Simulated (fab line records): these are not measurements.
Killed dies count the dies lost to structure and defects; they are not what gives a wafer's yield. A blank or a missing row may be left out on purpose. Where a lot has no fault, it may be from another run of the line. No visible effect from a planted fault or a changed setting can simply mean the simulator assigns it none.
Matching of chambers + flow gf180mcu + GF_V4_CMP_26 on cmp-01: 4 sister chambers
The step polishes, stops on SiO2, t overpolish 15 s, target thk 0 nm. 4 wafers are shown with their chamber, then 11 later ones without.

EACH WAFER AND ITS CHAMBER
| wafer  | chamber | motor-current-A (A) |
|--------|---------|---------------------|
| L089.3 | 1       | 11.8                |
| L089.4 | 3       | 9.3                 |
| L089.6 | 2       | 11.7                |
| L092.3 | 0       | 8.9                 |

WAFERS WHOSE CHAMBER IS MISSING
| wafer  | motor-current-A (A) |
|--------|---------------------|
| L092.4 | 12.1                |
| L092.6 | 8.8                 |
| L093.2 | 9.3                 |
| L093.3 | 9.3                 |
| L093.4 | 11.7                |
| L095.1 | 9.2                 |
| L095.3 | 12.0                |
| L095.5 | 11.8                |
| L096.1 | 11.2                |
| L096.2 | 9.3                 |
| L096.6 | 11.6                |

CHAMBER TAKEN BY EACH
| wafer  | from the rows above     | in truth                   |
|--------|-------------------------|----------------------------|
| L092.4 | can't be placed: 1 or 2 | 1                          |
| L092.6 | 0                       | 0                          |
| L093.2 | 3                       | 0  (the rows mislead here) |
| L093.3 | 3                       | 3                          |
| L093.4 | can't be placed: 2 or 1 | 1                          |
| L095.1 | can't be placed: 3 or 0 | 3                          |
| L095.3 | can't be placed: 1 or 2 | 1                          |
| L095.5 | can't be placed: 1 or 2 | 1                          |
| L096.1 | can't be placed: 2 or 1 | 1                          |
| L096.2 | 3                       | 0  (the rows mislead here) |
| L096.6 | can't be placed: 2 or 1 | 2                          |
2 of 11 placed correctly. Not placeable from these rows: 7 (in 7, the candidates include the true chamber). Placed wrongly: 2.
How it was worked out, from the rows above alone: a wafer's distance from a chamber is the root of the sum, over the readings, of the square of ((its reading less the chamber's mean) divided by the reading's scatter). The wafer belongs to the nearest chamber; if the next one is less than 2 further off, it can't be placed. Each chamber's mean is taken over the wafers shown for it. The scatter (one wafer shown for each chamber): square how far every hidden wafer sits from the nearest shown wafer, average those squares and take the square root.
